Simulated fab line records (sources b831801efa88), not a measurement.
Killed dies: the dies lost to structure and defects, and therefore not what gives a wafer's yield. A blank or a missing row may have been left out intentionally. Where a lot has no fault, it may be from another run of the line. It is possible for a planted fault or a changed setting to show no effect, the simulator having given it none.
fab line records -- flow gf180mcu -- part 1 of 2: steps 1 to 29 of 39
record: lots: 5, wafers: 15, last_day: 34
route steps=602 shown HV_LDD@188
lots with no fault: from the same line, run without faults
start_h: the number of hours between the record's first day and the start of the first shown wafer of the lot -- wait_h: hours elapsed since this lot's preceding step -- " unchanged from the row above -- L1.1+2: a row that stands for several wafers -- - value missing, or start not given -- * or withheld: withheld -- < > ~ a bound
route shown NAME@n: a module of which the file shows steps, and the number in the route of the first -- usual: the fault-free wafers' mean and standard deviation -- same: alike in all rows -- chamber/n: place in a boat -- sites: readings site by site -- _std_site: how widely they spread, as a standard deviation -- _edge_site: mean of outer sites minus mean of inner sites -- radius_mm: how far each site lies from the wafer's centre -- mask NAME#n: copy n -- behind: tool/chamber where the wafer was last shaped -- hold: cause of the lot's hold/its duration in hours/its outcome -- device: names the non-switching transistor (n, p or np) -- end of line: at the end of the route, the tests of the same wafers -- for a step that has no rows: nothing shown but its recipe -- killed: dies lost to structure and defects at the first sort, not the wafer's yield -- map: the dies of a wafer, with x for killed, . for not killed, _ for no die there
set.NAME: the setting the step ran with; set.NAME@STEP: the setting that earlier step ran with -- model.NAME: the simulator's own value behind a step, which no gauge read
lots at selected steps of the route; one table per step, one row per wafer
services: when a tool's chamber went out of use (start_h, in hours from the record's first day, below 0 if earlier), for how many hours, and the reason
== steps ==
step: GF_HV_LDD_DEHYDRATE_12
recipe: temp_c: 200, time_s: 60
usual: chill_plate_temp_C: 23.03/0.11
lot.wafer,tool,chamber,start_h,wait_h,chill_plate_temp_C
L086.1,litho_track-02,0,317.55,9.6,23.09
L086.2,litho_track-02,0,317.55,9.6,22.93
L086.3,litho_track-02,0,317.55,9.6,22.97
L088.3,litho_track-04,0,330.67,9.4,23.06
L088.5,litho_track-04,0,330.67,9.4,23.02
L088.6,litho_track-04,0,330.67,9.4,22.94
L089.1,litho_track-04,0,339.42,10.0,22.92
L089.2,litho_track-04,0,339.42,10.0,22.99
L089.4,litho_track-04,0,339.42,10.0,23.03
L095.2,litho_track-02,0,383.07,10.7,22.90
L095.4,litho_track-02,0,383.07,10.7,22.99
L095.5,litho_track-02,0,383.07,10.7,22.90
L096.2,litho_track-02,0,388.32,10.3,23.18
L096.3,litho_track-02,0,388.32,10.3,23.09
L096.4,litho_track-02,0,388.32,10.3,23.30
step: GF_HV_LDD_HMDS_13
recipe: prime_time_s: 60, prime_temp_c: 120
usual: chill_plate_temp_C: 23.00/0.091
lot.wafer,tool,chamber,start_h,wait_h,chill_plate_temp_C
L086.1,litho_track-02,0,317.70,0.1,23.07
L086.2,litho_track-02,0,317.70,0.1,23.09
L086.3,litho_track-02,0,317.70,0.1,23.01
L088.3,litho_track-04,0,330.82,0.1,22.94
L088.5,litho_track-04,0,330.82,0.1,23.13
L088.6,litho_track-04,0,330.82,0.1,23.23
L089.1,litho_track-04,0,339.57,0.1,23.06
L089.2,litho_track-04,0,339.57,0.1,22.97
L089.4,litho_track-04,0,339.57,0.1,23.04
L095.2,litho_track-02,0,383.22,0.1,23.01
L095.4,litho_track-02,0,383.22,0.1,23.03
L095.5,litho_track-02,0,383.22,0.1,22.90
L096.2,litho_track-02,0,388.47,0.1,23.03
L096.3,litho_track-02,0,388.47,0.1,23.04
L096.4,litho_track-02,0,388.47,0.1,23.07
step: GF_HV_LDD_COAT_14
recipe: resist: NOVOLAK, spin_rpm: 3000, resist_thk_nm: 1000
usual: chill_plate_temp_C: 22.98/0.1
lot.wafer,tool,chamber,start_h,wait_h,chill_plate_temp_C
L086.1,litho_track-02,0,317.85,0.1,22.98
L086.2,litho_track-02,0,317.85,0.1,23.04
L086.3,litho_track-02,0,317.85,0.1,23.06
L088.3,litho_track-04,0,330.97,0.1,22.95
L088.5,litho_track-04,0,330.97,0.1,23.00
L088.6,litho_track-04,0,330.97,0.1,22.94
L089.1,litho_track-04,0,339.72,0.1,22.90
L089.2,litho_track-04,0,339.72,0.1,22.99
L089.4,litho_track-04,0,339.72,0.1,22.86
L095.2,litho_track-02,0,383.37,0.1,22.84
L095.4,litho_track-02,0,383.37,0.1,23.10
L095.5,litho_track-02,0,383.37,0.1,23.10
L096.2,litho_track-02,0,388.62,0.1,23.06
L096.3,litho_track-02,0,388.62,0.1,22.91
L096.4,litho_track-02,0,388.62,0.1,22.97
step: GF_HV_LDD_SOFTBAKE_15
recipe: temp_c: 90, time_s: 60, resist: NOVOLAK
usual: chill_plate_temp_C: 23.02/0.11
lot.wafer,tool,chamber,start_h,wait_h,chill_plate_temp_C
L086.1,litho_track-02,0,318.00,0.1,22.99
L086.2,litho_track-02,0,318.00,0.1,23.12
L086.3,litho_track-02,0,318.00,0.1,23.18
L088.3,litho_track-04,0,331.12,0.1,22.97
L088.5,litho_track-04,0,331.12,0.1,22.99
L088.6,litho_track-04,0,331.12,0.1,23.13
L089.1,litho_track-04,0,339.87,0.1,23.07
L089.2,litho_track-04,0,339.87,0.1,23.13
L089.4,litho_track-04,0,339.87,0.1,23.17
L095.2,litho_track-02,0,383.52,0.1,23.02
L095.4,litho_track-02,0,383.52,0.1,23.01
L095.5,litho_track-02,0,383.52,0.1,23.02
L096.2,litho_track-02,0,388.77,0.1,23.11
L096.3,litho_track-02,0,388.77,0.1,23.12
L096.4,litho_track-02,0,388.77,0.1,23.05
step: GF_HV_LDD_EXPOSE_16
recipe: mask_id: Pplus_LV_AREA, target_cd_nm: 400, na: 0.6, source_shape: conventional, sigma_outer: 0.6, dose_mj: 140
lot.wafer,tool,chamber,start_h,wait_h,mask
L086.1+2+3,iline_stepper-02,0,-,-,Pplus_LV_AREA#0
L088.3+5+6,iline_stepper-02,0,-,-,Pplus_LV_AREA#0
L089.1+2+4,iline_stepper-02,0,-,-,Pplus_LV_AREA#0
L095.2+4+5,iline_stepper-01,0,-,-,Pplus_LV_AREA#0
L096.2+3+4,iline_stepper-01,0,-,-,Pplus_LV_AREA#0
step: GF_HV_LDD_PEB_17
recipe: temp_c: withheld, time_s: *, resist: NOVOLAK
usual: chill_plate_temp_C: *
lot.wafer,tool,chamber,start_h,wait_h,chill_plate_temp_C
L086.1,litho_track-01,0,-,-,*
L086.2,litho_track-01,0,-,-,*
L086.3,litho_track-01,0,-,-,*
L088.3,litho_track-01,0,-,-,*
L088.5,litho_track-01,0,-,-,*
L088.6,litho_track-01,0,-,-,*
L089.1,litho_track-04,0,-,-,*
L089.2,litho_track-04,0,-,-,*
L089.4,litho_track-04,0,-,-,*
L095.2,litho_track-02,0,-,-,*
L095.4,litho_track-02,0,-,-,*
L095.5,litho_track-02,0,-,-,*
L096.2,litho_track-04,0,-,-,*
L096.3,litho_track-04,0,-,-,*
L096.4,litho_track-04,0,-,-,*
step: GF_HV_LDD_DEVELOP_18
recipe: develop_time_s: 60, dev_temp_c: 23
usual: chill_plate_temp_C: 23.01/0.11
lot.wafer,tool,chamber,start_h,wait_h,chill_plate_temp_C
L086.1,litho_track-01,0,327.92,0.1,23.11
L086.2,litho_track-01,0,327.92,0.1,23.05
L086.3,litho_track-01,0,327.92,0.1,22.91
L088.3,litho_track-01,0,341.67,0.1,22.90
L088.5,litho_track-01,0,341.67,0.1,22.97
L088.6,litho_track-01,0,341.67,0.1,22.95
L089.1,litho_track-04,0,350.42,0.1,22.98
L089.2,litho_track-04,0,350.42,0.1,22.95
L089.4,litho_track-04,0,350.42,0.1,22.96
L095.2,litho_track-02,0,394.92,0.1,23.02
L095.4,litho_track-02,0,394.92,0.1,23.22
L095.5,litho_track-02,0,394.92,0.1,23.20
L096.2,litho_track-04,0,399.99,0.1,23.14
L096.3,litho_track-04,0,399.99,0.1,23.11
L096.4,litho_track-04,0,399.99,0.1,23.18
step: GF_HV_LDD_CD_MEAS_19
recipe: target_cd_nm: 400
usual: cd_nm: 399.2/1.7
lot.wafer,tool,chamber,start_h,wait_h,cd_nm
L086.1,cd_sem-01,-,328.07,0.1,400.9
L086.2,cd_sem-01,-,328.07,0.1,400.3
L086.3,cd_sem-01,-,328.07,0.1,398.8
L088.3,cd_sem-01,-,341.81,0.1,400.5
L088.5,cd_sem-01,-,341.81,0.1,400.1
L088.6,cd_sem-01,-,341.81,0.1,399.3
L089.1,cd_sem-01,-,350.57,0.1,396.7
L089.2,cd_sem-01,-,350.57,0.1,396.7
L089.4,cd_sem-01,-,350.57,0.1,396.4
L095.2,cd_sem-01,-,395.07,0.1,401.0
L095.4,cd_sem-01,-,395.07,0.1,397.5
L095.5,cd_sem-01,-,395.07,0.1,401.1
L096.2,cd_sem-01,-,400.14,0.1,400.4
L096.3,cd_sem-01,-,400.14,0.1,398.4
L096.4,cd_sem-01,-,400.14,0.1,394.8
step: GF_HV_LDD_OVL_MEAS_20
usual: HV_LDD_01_OVL: -0.9/1.3
lot.wafer,tool,chamber,start_h,wait_h,HV_LDD_01_OVL[nm]
L086.1,overlay-01,-,328.19,0.1,0.5
L086.2,overlay-01,-,328.19,0.1,0.2
L086.3,overlay-01,-,328.19,0.1,-0.1
L088.3,overlay-02,-,341.90,0.1,-1.9
L088.5,overlay-02,-,341.90,0.1,-1.3
L088.6,overlay-02,-,341.90,0.1,-0.4
L089.1,overlay-01,-,350.69,0.1,-2.5
L089.2,overlay-01,-,350.69,0.1,-1.1
L089.4,overlay-01,-,350.69,0.1,-0.4
L095.2,overlay-01,-,395.17,0.1,-2.1
L095.4,overlay-01,-,395.17,0.1,-1.0
L095.5,overlay-01,-,395.17,0.1,-0.8
L096.2,overlay-02,-,400.24,0.1,0.0
L096.3,overlay-02,-,400.24,0.1,-0.4
L096.4,overlay-02,-,400.24,0.1,-0.9
step: GF_HV_LDD_IMPLANT_21
recipe: species: BF2, energy_kev: 25, dose_cm2: 5e+13, tilt_deg: 7
lot.wafer,tool,chamber,start_h,wait_h
L086.1+2+3,implanter-03,0,328.23,0.0
L088.3+5+6,implanter-02,0,341.98,0.1
L089.1+2+4,implanter-02,0,350.73,0.0
L095.2+4+5,implanter-03,0,395.23,0.0
L096.2+3+4,implanter-03,0,400.30,0.0
step: GF_HV_LDD_STRIP_22
recipe: chemistry: O2/N2, power_w: 1400, pressure_mtorr: 1500, platen_temp_c: 250, o2_flow_sccm: 3000, n2_flow_sccm: 300, overash_fraction: 0.5
usual: drypump_motor_current_A: 5.93/0.26, heater_power_w: 305/24, oes_product_au: 0.716/0.0042, strip_time_to_endpoint_s: 12.65/0.036
lot.wafer,tool,chamber,start_h,wait_h,drypump_motor_current_A,heater_power_w,oes_product_au,rf_hours_counter_h,strip_time_to_endpoint_s
L086.1,plasma_asher-03,1,328.38,0.1,6.02,274,0.713,66,12.69
L086.2,plasma_asher-03,0,328.38,0.1,5.92,317,0.712,66,12.64
L086.3,plasma_asher-03,1,328.38,0.1,6.04,280,0.711,-,12.68
L088.3,plasma_asher-02,1,342.11,0.1,5.51,310,0.718,-,12.63
L088.5,plasma_asher-02,0,342.11,0.1,6.12,276,0.713,-,12.64
L088.6,plasma_asher-02,1,342.11,0.1,5.52,319,0.719,-,12.64
L089.1,plasma_asher-03,1,350.88,0.1,6.00,282,0.720,68,12.66
L089.2,plasma_asher-03,0,350.88,0.1,5.93,307,0.716,68,12.67
L089.4,plasma_asher-03,0,350.88,0.1,5.95,318,0.719,-,12.66
L095.2,plasma_asher-02,0,395.35,0.1,6.08,264,0.713,76,12.65
L095.4,plasma_asher-02,1,395.35,0.1,5.52,312,0.720,-,12.66
L095.5,plasma_asher-02,1,395.35,0.1,5.52,313,0.723,-,12.67
L096.2,plasma_asher-01,1,400.42,0.1,6.36,342,0.717,64,12.61
L096.3,plasma_asher-01,0,400.42,0.1,5.53,330,0.718,-,12.63
L096.4,plasma_asher-01,1,400.42,0.1,6.33,342,0.715,-,12.62
step: GF_HV_LDD_TW_MEAS_23
usual: HV_LDD_2_TW: 1051/12
lot.wafer,tool,chamber,start_h,wait_h,HV_LDD_2_TW
L086.1,film_metro-01,-,328.48,0.1,1044
L086.2,film_metro-01,-,328.48,0.1,1035
L086.3,film_metro-01,-,328.48,0.1,1036
L088.3,film_metro-04,-,342.20,0.1,1056
L088.5,film_metro-04,-,342.20,0.1,1057
L088.6,film_metro-04,-,342.20,0.1,1062
L089.1,film_metro-01,-,350.98,0.1,1047
L089.2,film_metro-01,-,350.98,0.1,1042
L089.4,film_metro-01,-,350.98,0.1,1055
L095.2,film_metro-04,-,395.46,0.1,1065
L095.4,film_metro-04,-,395.46,0.1,1066
L095.5,film_metro-04,-,395.46,0.1,1069
L096.2,film_metro-04,-,400.53,0.1,1071
L096.3,film_metro-04,-,400.53,0.1,1073
L096.4,film_metro-04,-,400.53,0.1,1069
step: GF_HV_LDD_DEHYDRATE_24
recipe: temp_c: 200, time_s: 60
usual: chill_plate_temp_C: 22.98/0.12
lot.wafer,tool,chamber,start_h,wait_h,chill_plate_temp_C
L086.1,litho_track-04,0,338.47,10.0,22.87
L086.2,litho_track-04,0,338.47,10.0,22.80
L086.3,litho_track-04,0,338.47,10.0,22.97
L088.3,litho_track-04,0,352.52,10.3,23.13
L088.5,litho_track-04,0,352.52,10.3,23.13
L088.6,litho_track-04,0,352.52,10.3,22.96
L089.1,litho_track-04,0,361.37,10.4,22.89
L089.2,litho_track-04,0,361.37,10.4,23.08
L089.4,litho_track-04,0,361.37,10.4,22.94
L095.2,litho_track-01,0,406.65,11.2,23.00
L095.4,litho_track-01,0,406.65,11.2,23.00
L095.5,litho_track-01,0,406.65,11.2,22.99
L096.2,litho_track-04,0,411.44,10.9,23.05
L096.3,litho_track-04,0,411.44,10.9,23.09
L096.4,litho_track-04,0,411.44,10.9,23.10
step: GF_HV_LDD_HMDS_25
recipe: prime_time_s: 60, prime_temp_c: 120
usual: chill_plate_temp_C: 23.00/0.095
lot.wafer,tool,chamber,start_h,wait_h,chill_plate_temp_C
L086.1,litho_track-04,0,338.62,0.1,22.91
L086.2,litho_track-04,0,338.62,0.1,23.13
L086.3,litho_track-04,0,338.62,0.1,22.97
L088.3,litho_track-04,0,352.67,0.1,22.90
L088.5,litho_track-04,0,352.67,0.1,22.94
L088.6,litho_track-04,0,352.67,0.1,23.02
L089.1,litho_track-04,0,361.52,0.1,22.95
L089.2,litho_track-04,0,361.52,0.1,23.00
L089.4,litho_track-04,0,361.52,0.1,22.89
L095.2,litho_track-01,0,406.80,0.1,22.93
L095.4,litho_track-01,0,406.80,0.1,22.91
L095.5,litho_track-01,0,406.80,0.1,23.05
L096.2,litho_track-04,0,411.59,0.1,23.12
L096.3,litho_track-04,0,411.59,0.1,22.98
L096.4,litho_track-04,0,411.59,0.1,23.01
step: GF_HV_LDD_COAT_26
recipe: resist: NOVOLAK, spin_rpm: 3000, resist_thk_nm: 1000
usual: chill_plate_temp_C: 23.00/0.1
lot.wafer,tool,chamber,start_h,wait_h,chill_plate_temp_C
L086.1,litho_track-04,0,338.77,0.1,23.05
L086.2,litho_track-04,0,338.77,0.1,22.97
L086.3,litho_track-04,0,338.77,0.1,23.25
L088.3,litho_track-04,0,352.82,0.1,22.95
L088.5,litho_track-04,0,352.82,0.1,22.92
L088.6,litho_track-04,0,352.82,0.1,23.05
L089.1,litho_track-04,0,361.67,0.1,22.88
L089.2,litho_track-04,0,361.67,0.1,23.00
L089.4,litho_track-04,0,361.67,0.1,23.02
L095.2,litho_track-01,0,406.95,0.1,22.96
L095.4,litho_track-01,0,406.95,0.1,23.09
L095.5,litho_track-01,0,406.95,0.1,23.11
L096.2,litho_track-04,0,411.74,0.1,23.01
L096.3,litho_track-04,0,411.74,0.1,23.12
L096.4,litho_track-04,0,411.74,0.1,22.92
step: GF_HV_LDD_SOFTBAKE_27
recipe: temp_c: 90, time_s: 60, resist: NOVOLAK
usual: chill_plate_temp_C: 23.00/0.1
lot.wafer,tool,chamber,start_h,wait_h,chill_plate_temp_C
L086.1,litho_track-04,0,338.92,0.1,22.98
L086.2,litho_track-04,0,338.92,0.1,23.04
L086.3,litho_track-04,0,338.92,0.1,22.99
L088.3,litho_track-04,0,352.97,0.1,22.85
L088.5,litho_track-04,0,352.97,0.1,23.06
L088.6,litho_track-04,0,352.97,0.1,22.99
L089.1,litho_track-04,0,361.82,0.1,22.81
L089.2,litho_track-04,0,361.82,0.1,22.96
L089.4,litho_track-04,0,361.82,0.1,22.97
L095.2,litho_track-01,0,407.10,0.1,22.89
L095.4,litho_track-01,0,407.10,0.1,22.97
L095.5,litho_track-01,0,407.10,0.1,22.89
L096.2,litho_track-04,0,411.89,0.1,23.08
L096.3,litho_track-04,0,411.89,0.1,22.97
L096.4,litho_track-04,0,411.89,0.1,22.95
step: GF_HV_LDD_EXPOSE_28
recipe: mask_id: Nplus_HV_AREA, target_cd_nm: 400, na: 0.6, source_shape: conventional, sigma_outer: 0.6, dose_mj: 140
lot.wafer,tool,chamber,start_h,wait_h,mask
L086.1+2+3,iline_stepper-01,0,-,-,Nplus_HV_AREA#0
L088.3+5+6,iline_stepper-01,0,-,-,Nplus_HV_AREA#0
L089.1+2+4,iline_stepper-01,0,-,-,Nplus_HV_AREA#0
L095.2+4+5,iline_stepper-02,0,-,-,Nplus_HV_AREA#0
L096.2+3+4,iline_stepper-01,0,-,-,Nplus_HV_AREA#0
step: GF_HV_LDD_PEB_29
recipe: temp_c: withheld, time_s: *, resist: NOVOLAK
usual: chill_plate_temp_C: *
lot.wafer,tool,chamber,start_h,wait_h,chill_plate_temp_C
L086.1,litho_track-04,0,-,-,*
L086.2,litho_track-04,0,-,-,*
L086.3,litho_track-04,0,-,-,*
L088.3,litho_track-04,0,-,-,*
L088.5,litho_track-04,0,-,-,*
L088.6,litho_track-04,0,-,-,*
L089.1,litho_track-04,0,-,-,*
L089.2,litho_track-04,0,-,-,*
L089.4,litho_track-04,0,-,-,*
L095.2,litho_track-04,0,-,-,*
L095.4,litho_track-04,0,-,-,*
L095.5,litho_track-04,0,-,-,*
L096.2,litho_track-01,0,-,-,*
L096.3,litho_track-01,0,-,-,*
L096.4,litho_track-01,0,-,-,*
step: GF_HV_LDD_DEVELOP_30
recipe: develop_time_s: 60, dev_temp_c: 23
usual: chill_plate_temp_C: 23.00/0.11
lot.wafer,tool,chamber,start_h,wait_h,chill_plate_temp_C
L086.1,litho_track-04,0,349.52,0.1,22.85
L086.2,litho_track-04,0,349.52,0.1,22.95
L086.3,litho_track-04,0,349.52,0.1,22.94
L088.3,litho_track-04,0,363.82,0.1,23.00
L088.5,litho_track-04,0,363.82,0.1,22.99
L088.6,litho_track-04,0,363.82,0.1,22.95
L089.1,litho_track-04,0,372.62,0.1,23.09
L089.2,litho_track-04,0,372.62,0.1,22.88
L089.4,litho_track-04,0,372.62,0.1,22.90
L095.2,litho_track-04,0,418.84,0.1,22.95
L095.4,litho_track-04,0,418.84,0.1,23.13
L095.5,litho_track-04,0,418.84,0.1,22.91
L096.2,litho_track-01,0,423.95,0.1,23.14
L096.3,litho_track-01,0,423.95,0.1,23.02
L096.4,litho_track-01,0,423.95,0.1,23.09
step: GF_HV_LDD_CD_MEAS_31
recipe: target_cd_nm: 400
usual: cd_nm: 399.9/1.9
lot.wafer,tool,chamber,start_h,wait_h,cd_nm
L086.1,cd_sem-01,-,349.67,0.1,399.5
L086.2,cd_sem-01,-,349.67,0.1,398.5
L086.3,cd_sem-01,-,349.67,0.1,398.1
L088.3,cd_sem-01,-,363.96,0.1,400.4
L088.5,cd_sem-01,-,363.96,0.1,401.4
L088.6,cd_sem-01,-,363.96,0.1,401.6
L089.1,cd_sem-02,-,372.77,0.1,399.9
L089.2,cd_sem-02,-,372.77,0.1,400.4
L089.4,cd_sem-02,-,372.77,0.1,400.7
L095.2,cd_sem-02,-,418.99,0.1,397.7
L095.4,cd_sem-02,-,418.99,0.1,399.7
L095.5,cd_sem-02,-,418.99,0.1,394.9
L096.2,cd_sem-01,-,424.09,0.1,399.5
L096.3,cd_sem-01,-,424.09,0.1,399.4
L096.4,cd_sem-01,-,424.09,0.1,399.0
step: GF_HV_LDD_OVL_MEAS_32
usual: HV_LDD_02_OVL: -0.2/1.4
lot.wafer,tool,chamber,start_h,wait_h,HV_LDD_02_OVL[nm]
L086.1,overlay-02,-,349.79,0.1,0.8
L086.2,overlay-02,-,349.79,0.1,-1.1
L086.3,overlay-02,-,349.79,0.1,-0.2
L088.3,overlay-02,-,364.05,0.1,-0.3
L088.5,overlay-02,-,364.05,0.1,-0.5
L088.6,overlay-02,-,364.05,0.1,0.3
L089.1,overlay-02,-,372.89,0.1,1.4
L089.2,overlay-02,-,372.89,0.1,-0.8
L089.4,overlay-02,-,372.89,0.1,1.1
L095.2,overlay-01,-,419.09,0.1,0.4
L095.4,overlay-01,-,419.09,0.1,0.5
L095.5,overlay-01,-,419.09,0.1,-0.2
L096.2,overlay-01,-,424.20,0.1,-1.5
L096.3,overlay-01,-,424.20,0.1,1.3
L096.4,overlay-01,-,424.20,0.1,1.8
step: GF_HV_LDD_IMPLANT_33
recipe: species: P, energy_kev: 60, dose_cm2: 7.5e+12, tilt_deg: 30, rotation_deg: 0
lot.wafer,tool,chamber,start_h,wait_h
L086.1+2+3,implanter-03,0,349.94,0.1
L088.3+5+6,implanter-03,0,364.13,0.1
L089.1+2+4,implanter-02,0,372.93,0.0
L095.2+4+5,implanter-02,0,419.15,0.0
L096.2+3+4,implanter-02,0,424.25,0.0
step: GF_HV_LDD_IMPLANT_34
recipe: species: P, energy_kev: 60, dose_cm2: 7.5e+12, tilt_deg: 30, rotation_deg: 90
lot.wafer,tool,chamber,start_h,wait_h
L086.1+2+3,implanter-03,0,350.09,0.1
L088.3+5+6,implanter-03,0,364.28,0.1
L089.1+2+4,implanter-02,0,373.08,0.1
L095.2+4+5,implanter-02,0,419.30,0.1
L096.2+3+4,implanter-02,0,424.40,0.1
step: GF_HV_LDD_IMPLANT_35
recipe: species: P, energy_kev: 60, dose_cm2: 7.5e+12, tilt_deg: 30, rotation_deg: 180
lot.wafer,tool,chamber,start_h,wait_h
L086.1+2+3,implanter-03,0,350.24,0.1
L088.3+5+6,implanter-03,0,364.43,0.1
L089.1+2+4,implanter-02,0,373.23,0.1
L095.2+4+5,implanter-02,0,419.45,0.1
L096.2+3+4,implanter-02,0,424.55,0.1
step: GF_HV_LDD_IMPLANT_36
recipe: species: P, energy_kev: 60, dose_cm2: 7.5e+12, tilt_deg: 30, rotation_deg: 270
lot.wafer,tool,chamber,start_h,wait_h
L086.1+2+3,implanter-03,0,350.39,0.1
L088.3+5+6,implanter-03,0,364.58,0.1
L089.1+2+4,implanter-02,0,373.38,0.1
L095.2+4+5,implanter-02,0,419.60,0.1
L096.2+3+4,implanter-02,0,424.70,0.1
step: GF_HV_LDD_STRIP_37
recipe: chemistry: O2/N2, power_w: 1400, pressure_mtorr: 1500, platen_temp_c: 250, o2_flow_sccm: 3000, n2_flow_sccm: 300, overash_fraction: 0.5
usual: drypump_motor_current_A: 5.9/0.31, heater_power_w: 311/24, oes_product_au: 0.716/0.0048, strip_time_to_endpoint_s: 12.64/0.037
lot.wafer,tool,chamber,start_h,wait_h,drypump_motor_current_A,heater_power_w,oes_product_au,rf_hours_counter_h,strip_time_to_endpoint_s
L086.1,plasma_asher-02,1,350.54,0.1,5.5,312,0.711,71,12.63
L086.2,plasma_asher-02,0,350.54,0.1,6.2,267,0.725,71,12.65
L086.3,plasma_asher-02,1,350.54,0.1,5.5,307,0.711,-,12.60
L088.3,plasma_asher-01,1,364.71,0.1,6.4,339,0.718,-,12.60
L088.5,plasma_asher-01,0,364.71,0.1,5.5,319,0.722,-,12.58
L088.6,plasma_asher-01,1,364.71,0.1,6.3,334,0.719,-,12.57
L089.1,plasma_asher-02,1,373.53,0.1,5.5,321,0.715,74,12.67
L089.2,plasma_asher-02,0,373.53,0.1,6.1,274,0.720,74,12.68
L089.4,plasma_asher-02,1,373.53,0.1,5.5,309,0.719,-,12.65
L095.2,plasma_asher-01,1,419.72,0.1,6.3,335,0.720,66,12.63
L095.4,plasma_asher-01,1,419.72,0.1,6.4,346,0.721,-,12.60
L095.5,plasma_asher-01,1,419.72,0.1,6.3,328,0.714,-,12.70
L096.2,plasma_asher-03,1,424.83,0.1,6.0,285,0.703,75,12.65
L096.3,plasma_asher-03,0,424.83,0.1,6.0,313,0.720,-,12.61
L096.4,plasma_asher-03,1,424.83,0.1,6.0,281,0.718,-,12.65
step: GF_HV_LDD_TW_MEAS_38
usual: HV_LDD_3_TW: 1424/16
lot.wafer,tool,chamber,start_h,wait_h,HV_LDD_3_TW
L086.1,film_metro-01,-,350.64,0.1,1420
L086.2,film_metro-01,-,350.64,0.1,1414
L086.3,film_metro-01,-,350.64,0.1,1410
L088.3,film_metro-01,-,364.80,0.1,1422
L088.5,film_metro-01,-,364.80,0.1,1430
L088.6,film_metro-01,-,364.80,0.1,1426
L089.1,film_metro-04,-,373.63,0.1,1450
L089.2,film_metro-04,-,373.63,0.1,1452
L089.4,film_metro-04,-,373.63,0.1,1445
L095.2,film_metro-04,-,419.83,0.1,1450
L095.4,film_metro-04,-,419.83,0.1,1454
L095.5,film_metro-04,-,419.83,0.1,1454
L096.2,film_metro-02,-,424.94,0.1,1423
L096.3,film_metro-02,-,424.94,0.1,1422
L096.4,film_metro-02,-,424.94,0.1,1423
step: GF_HV_LDD_DEHYDRATE_39
recipe: temp_c: 200, time_s: 60
usual: chill_plate_temp_C: 22.98/0.091
lot.wafer,tool,chamber,start_h,wait_h,chill_plate_temp_C
L086.1,litho_track-01,0,360.47,9.8,22.88
L086.2,litho_track-01,0,360.47,9.8,22.98
L086.3,litho_track-01,0,360.47,9.8,23.00
L088.3,litho_track-04,0,375.37,10.6,22.77
L088.5,litho_track-04,0,375.37,10.6,22.95
L088.6,litho_track-04,0,375.37,10.6,22.85
L089.1,litho_track-02,0,384.00,10.4,23.17
L089.2,litho_track-02,0,384.00,10.4,23.11
L089.4,litho_track-02,0,384.00,10.4,22.84
L095.2,litho_track-02,0,430.77,10.9,22.95
L095.4,litho_track-02,0,430.77,10.9,23.22
L095.5,litho_track-02,0,430.77,10.9,22.96
L096.2,litho_track-04,0,436.69,11.7,23.06
L096.3,litho_track-04,0,436.69,11.7,22.83
L096.4,litho_track-04,0,436.69,11.7,22.98
step: GF_HV_LDD_HMDS_40
recipe: prime_time_s: 60, prime_temp_c: 120
usual: chill_plate_temp_C: 23.03/0.12
lot.wafer,tool,chamber,start_h,wait_h,chill_plate_temp_C
L086.1,litho_track-01,0,360.62,0.1,23.06
L086.2,litho_track-01,0,360.62,0.1,23.02
L086.3,litho_track-01,0,360.62,0.1,23.00
L088.3,litho_track-04,0,375.52,0.1,23.05
L088.5,litho_track-04,0,375.52,0.1,23.31
L088.6,litho_track-04,0,375.52,0.1,23.18
L089.1,litho_track-02,0,384.15,0.1,23.26
L089.2,litho_track-02,0,384.15,0.1,23.23
L089.4,litho_track-02,0,384.15,0.1,23.21
L095.2,litho_track-02,0,430.92,0.1,22.93
L095.4,litho_track-02,0,430.92,0.1,22.96
L095.5,litho_track-02,0,430.92,0.1,23.10
L096.2,litho_track-04,0,436.84,0.1,23.01
L096.3,litho_track-04,0,436.84,0.1,23.06
L096.4,litho_track-04,0,436.84,0.1,23.00
